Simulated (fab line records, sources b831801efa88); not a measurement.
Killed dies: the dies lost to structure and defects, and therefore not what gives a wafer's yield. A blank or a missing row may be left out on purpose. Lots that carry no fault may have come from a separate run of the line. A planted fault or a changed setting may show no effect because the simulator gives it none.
Matching of chambers | flow sky130 | SKY_CONTACT_ETCH_16 on rie-diel-03 has 4 sister chambers
The step etches BARC in N2/H2, stops on SiO2, time 45.9 s, target depth 60 nm. 8 wafers are shown with their chamber, then 12 later ones without.

EACH WAFER AND ITS CHAMBER
wafer  | chamber | drypump-motor-current-A (A) | throttle-valve-pct (%)
L079.3 | 3       | 6.2                         | 13.214
L079.5 | 3       | 6.2                         | 13.229
L083.3 | 0       | 5.5                         | 13.229
L084.5 | 1       | 4.9                         | 13.221
L085.3 | 0       | 5.5                         | 13.230
L087.1 | 1       | 4.9                         | 13.227
L087.3 | 2       | 5.2                         | 13.230
L087.6 | 2       | 5.1                         | 13.212

WAFERS WITH NO CHAMBER GIVEN
wafer  | drypump-motor-current-A (A) | throttle-valve-pct (%)
L088.1 | 6.1                         | 13.220
L088.3 | 4.9                         | 13.221
L088.4 | 5.2                         | 13.232
L091.3 | 4.9                         | 13.227
L091.5 | 5.1                         | 13.231
L091.6 | 4.9                         | 13.209
L093.2 | 5.1                         | 13.222
L093.5 | 6.2                         | 13.226
L093.6 | 5.1                         | 13.213
L096.1 | 6.1                         | 13.212
L096.5 | 5.5                         | 13.226
L096.6 | 6.1                         | 13.214

THE CHAMBER EACH PASSED THROUGH
wafer  | from the rows above | in truth
L088.1 | 3                   | 3
L088.3 | 1                   | 1
L088.4 | 2                   | 2
L091.3 | 1                   | 1
L091.5 | 2                   | 2
L091.6 | 1                   | 1
L093.2 | 2                   | 2
L093.5 | 3                   | 3
L093.6 | 2                   | 2
L096.1 | 3                   | 3
L096.5 | 0                   | 0
L096.6 | 3                   | 3
Placed correctly: 12 of 12. Number that these rows cannot place: 0. Placed wrongly: 0.
How it was worked out, from the rows above alone: a wafer's distance from a chamber is the root of the sum, over the readings, of the square of ((its reading less the chamber's mean) divided by the reading's scatter). The wafer belongs to the nearest chamber; if the next one is less than 2 further off, it can't be placed. The mean given for a chamber averages the wafers shown for that chamber. The scatter is the square root of a quotient: the sum, over the shown wafers, of each reading's squared deviation from its chamber's mean, divided by wafers minus chambers.
